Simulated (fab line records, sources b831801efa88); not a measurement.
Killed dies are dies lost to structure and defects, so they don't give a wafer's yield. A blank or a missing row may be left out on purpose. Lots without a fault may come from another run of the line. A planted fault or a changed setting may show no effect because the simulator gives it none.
Chamber matching | flow sky130 | SKY_METAL4_ETCH_17 on rie_diel-04: 4 sister chambers
The step etches SiO2 in C4F8/O2/Ar, stops on TiN, time 3.9 s, target depth 15 nm. 8 wafers are shown with their chamber, then 8 later ones without.

WAFERS WITH THEIR CHAMBER
wafer  | chamber | oes_product_au (a.u.)
L081.6 | 3       | 0.750
L084.5 | 2       | 0.758
L086.2 | 3       | 0.739
L086.4 | 0       | 0.758
L087.4 | 2       | 0.769
L087.5 | 0       | 0.756
L087.6 | 1       | 0.759
L088.1 | 1       | 0.753

WAFERS WITHOUT THEIR CHAMBER
wafer  | oes_product_au (a.u.)
L088.2 | 0.758
L088.5 | 0.761
L093.1 | 0.753
L093.2 | 0.739
L093.5 | 0.756
L094.1 | 0.746
L094.4 | 0.763
L094.5 | 0.760

WHICH CHAMBER EACH WENT THROUGH
wafer  | from the rows above               | in truth
L088.2 | can't be placed: 0 or 1 or 2      | 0
L088.5 | can't be placed: 2 or 0 or 1      | 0
L093.1 | can't be placed: 1 or 0 or 3 or 2 | 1
L093.2 | can't be placed: 3 or 1           | 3
L093.5 | can't be placed: 1 or 0 or 2 or 3 | 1
L094.1 | can't be placed: 3 or 1 or 0      | 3
L094.4 | can't be placed: 2 or 0 or 1      | 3
L094.5 | can't be placed: 0 or 2 or 1      | 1
Placed correctly: 0 of 8. Can't be placed from these rows: 8 (the true chamber is among the candidates in 7). Placed wrongly: 0.
How it was worked out, from the rows above alone: a wafer's distance from a chamber is the root of the sum, over the readings, of the square of ((its reading less the chamber's mean) divided by the reading's scatter). The wafer belongs to the nearest chamber; if the next one is less than 2 further off, it can't be placed. A chamber's mean is the mean of its shown wafers. The scatter: the root of (the sum of the squares of (reading less its chamber's mean) over the shown wafers, divided by (wafers less chambers)).
